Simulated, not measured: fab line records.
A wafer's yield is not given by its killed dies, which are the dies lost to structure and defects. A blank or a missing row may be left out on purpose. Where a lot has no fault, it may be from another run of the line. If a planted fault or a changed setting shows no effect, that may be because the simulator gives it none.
Comparing a struck lot with a sound one	flow sfqLine	14 out of 325 route steps
Sound: wafers L259.1, L259.3, L259.4. Wafers struck: L277.2, L277.4, L277.5. The cause is named last.
Per side, at each step with rows, come the tool, then ch with its chambers, and then its first start. Under that, the readings that differ: sound wafers	struck wafers	difference of the means	sigmas: that difference in standard deviations of wafers without a fault.
alike: same words and numbers on both sides, and readings whose means sit less than 2 such deviations apart. not compared: any withheld reading, any reading some wafer has no value for, any bound like >300 that may hide the same value, and any number with overlapping values for which the record gives no deviation.
The two part at a step that has a row with sigmas, a row that says differs or no value, or rows on one side only. Numbers that don't overlap but have no deviation are shown without sigmas and don't part them. A reading missing from all wafers of one side parts the sides only when that side holds two or more wafers.

SFQ_TRILAYER_M1_ETCH_METAL_ETCH_042: etches Nb in Cl2/Ar, stops on SiO2, target depth 240 nm, time 120 s.
  sound on rieMetal-04 ch 0,1, day 13 06:56; struck on rieMetal-04 ch 1, day 18 15:14
  alike: chamberPressureMTorr, drypumpMotorCurrentA, oesProductAu
  not compared: rfHoursCounterH
SFQ_TRILAYER_M1_STRIP_STRIP_043: strips in O2.
  sound on rieMetal-04 ch 0,1, day 13 07:04; struck on rieMetal-04 ch 1, day 18 15:22
  alike: chamberPressureMTorr, drypumpMotorCurrentA, oesProductAu, platenTempC
  not compared: rfHoursCounterH
then, 1 step without rows for these wafers: SFQ_TRILAYER_M1_STRIP_SOLV_CLEAN_044 (cleans in NMP, time 600 s).
SFQ_TRILAYER_I1_DEP_PECVD_045: deposits SiO2 from SiH4/N2O, time 111.11 s, target thk 500 nm.
  sound on pecvd-04 ch 0,1, day 13 07:50; struck on pecvd-03 ch 0,2, day 18 16:09
  alike: heaterPowerW, throttleValvePct
SFQ_TRILAYER_I1_CMP_CMP_046: polishes SiO2.
  sound on cmp-01 ch 0,1,3, day 13 11:10; struck on cmp-01 ch 0,1,3, day 18 19:31
reading	sound	struck	difference	sigmas
timeToEndpointS (s)	205 200 211	223 227 220	+18	+2
  alike: motorCurrentA
SFQ_I1_BOW_MEAS_912:
  sound on filmMetro-04 at day 13 14:10; struck on filmMetro-02 at day 18 21:32
  alike: I1_BOW
SFQ_TRILAYER_I1_METRO_MEASURE_047:
  sound on filmMetro-04 at day 13 14:17; struck on filmMetro-02 at day 18 21:50
  alike: thkNm
then, 5 steps without rows for these wafers: SFQ_TRILAYER_I1_VIA_LITHO_COAT_054 (resist thk 62 nm); SFQ_TRILAYER_I1_VIA_LITHO_COAT_049 (resist thk 650 nm); SFQ_TRILAYER_I1_VIA_LITHO_SOFTBAKE_053; SFQ_TRILAYER_I1_VIA_LITHO_EXPOSE_050 (exposes mask I1, target cd 500 nm); SFQ_TRILAYER_I1_VIA_LITHO_PEB_052 (peb time 60 s).
-- the record jumps here: 6 days lie between the struck wafers' starts before and after --
SFQ_TRILAYER_I1_VIA_LITHO_DEVELOP_051: time 60 s.
  sound on lithoTrack-02 ch 0, day 17 18:35; struck on lithoTrack-01, day 24 14:17
  no value came back on the struck wafers for chillPlateTempC (C), exhaustPa (Pa); on the sound wafers chillPlateTempC (C) reads 23.16 23.19 23.03
reading	sound	struck	difference	sigmas
model.KrF_of_TRILAYER_I1_VIA_LITHO_COAT_049.thkNm (nm)	625.1 627 626.7	650 650.2 651.8	+24	
SFQ_I1_OVL_MEAS_913:
  sound on overlay-02 at day 17 18:44; struck on overlay-01 at day 24 14:25
reading	sound	struck	difference	sigmas
I1_OVL (nm)	2 3 4	- - -	no value on the struck wafers	

## WHERE THEY PART
Earliest at SFQ_TRILAYER_I1_CMP_CMP_046; latest, in this record, at SFQ_I1_OVL_MEAS_913.

WHY: the cause the simulator had injected
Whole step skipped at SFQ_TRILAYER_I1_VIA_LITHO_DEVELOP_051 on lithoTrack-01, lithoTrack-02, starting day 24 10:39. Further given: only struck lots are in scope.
